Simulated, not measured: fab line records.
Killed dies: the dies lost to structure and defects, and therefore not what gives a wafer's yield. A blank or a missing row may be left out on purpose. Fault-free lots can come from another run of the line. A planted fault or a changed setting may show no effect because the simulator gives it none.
Struck lot and sound lot, side by side	flow sky130	15 steps out of a route of 708
Sound: wafers L211.1, L211.3, L211.6. Struck: wafers L225.2, L225.4, L225.5. At the end, the cause is stated.
At each step with rows: each side's tool, then ch and its chambers, then its first start. Under that, the readings that differ: sound wafers	struck wafers	difference of the means	sigmas: that difference in standard deviations of wafers without a fault.
alike: same words and numbers on both sides, and readings whose means sit less than 2 such deviations apart. not compared: any withheld reading, any reading some wafer has no value for, any bound like >300 that may hide the same value, and any number with overlapping values for which the record gives no deviation.
The two part at a step that has a row with sigmas, a row that says differs or no value, or rows on one side only. Numbers that don't overlap but have no deviation are shown without sigmas and don't part them. A reading missing from all wafers of one side parts the sides only when that side holds two or more wafers.

first, 2 steps without rows for these wafers: SKY_VT_ADJUST_PCH_PEB_05; SKY_VT_ADJUST_PCH_DEVELOP_06 (develop time 60 s).
SKY_VT_ADJUST_PCH_OVL_MEAS_07:
  sound on overlay-01 at day 11 13:02; struck on overlay-01 at day 15 22:53
  alike: VT_ADJUST_PCH_OVL
next, for these wafers, 1 step has no rows: SKY_VT_ADJUST_PCH_IMPLANT_08.
SKY_VT_ADJUST_PCH_STRIP_09: strips in O2/N2.
  sound on plasma-asher-04 ch 0,1, day 11 13:13; struck on plasma-asher-03 ch 0, day 15 23:04
  alike: drypump-motor-current-A, oes-product-au, strip-time-to-endpoint-s
  not compared: rf-hours-counter-h
SKY_VT_ADJUST_PCH_TW_MEAS_10:
  sound on film-metro-03 at day 11 13:19; struck on film-metro-04 at day 15 23:11
  alike: VT_ADJUST_PCH_TW
then, 6 steps without rows for these wafers: SKY_SONOS_TUNNEL_DEHYDRATE_00 (time 60 s); SKY_SONOS_TUNNEL_HMDS_01 (prime time 60 s); SKY_SONOS_TUNNEL_COAT_02 (resist thk 1140 nm); SKY_SONOS_TUNNEL_SOFTBAKE_03 (time 60 s); SKY_SONOS_TUNNEL_EXPOSE_04 (exposes mask TUNM, target cd 410 nm); SKY_SONOS_TUNNEL_PEB_05.
SKY_SONOS_TUNNEL_DEVELOP_06: develop time 60 s.
  sound on litho-track-03 ch 0, day 12 11:47; struck on litho-track-03 ch 0, day 17 03:04
SKY_SONOS_TUNNEL_CD_MEAS_07: the cd target is 410 nm.
  sound on cd-sem-02 at day 12 11:56; struck on cd-sem-01 at day 17 03:13
reading	sound	struck	difference	sigmas
cd-nm (nm)	408.7 406.2 407.5	386.0 384.7 383.7	-22.7	-10
SKY_SONOS_TUNNEL_OVL_MEAS_08:
  sound on overlay-02 at day 12 12:04; struck on overlay-02 at day 17 03:19
  alike: SONOS_TUNNEL_OVL

== WHERE THEY PART ==
Within this record, at SKY_SONOS_TUNNEL_CD_MEAS_07 only. Later steps at which nothing parts them and some readings are alike: SKY_SONOS_TUNNEL_OVL_MEAS_08.

WHY: the cause the simulator had injected
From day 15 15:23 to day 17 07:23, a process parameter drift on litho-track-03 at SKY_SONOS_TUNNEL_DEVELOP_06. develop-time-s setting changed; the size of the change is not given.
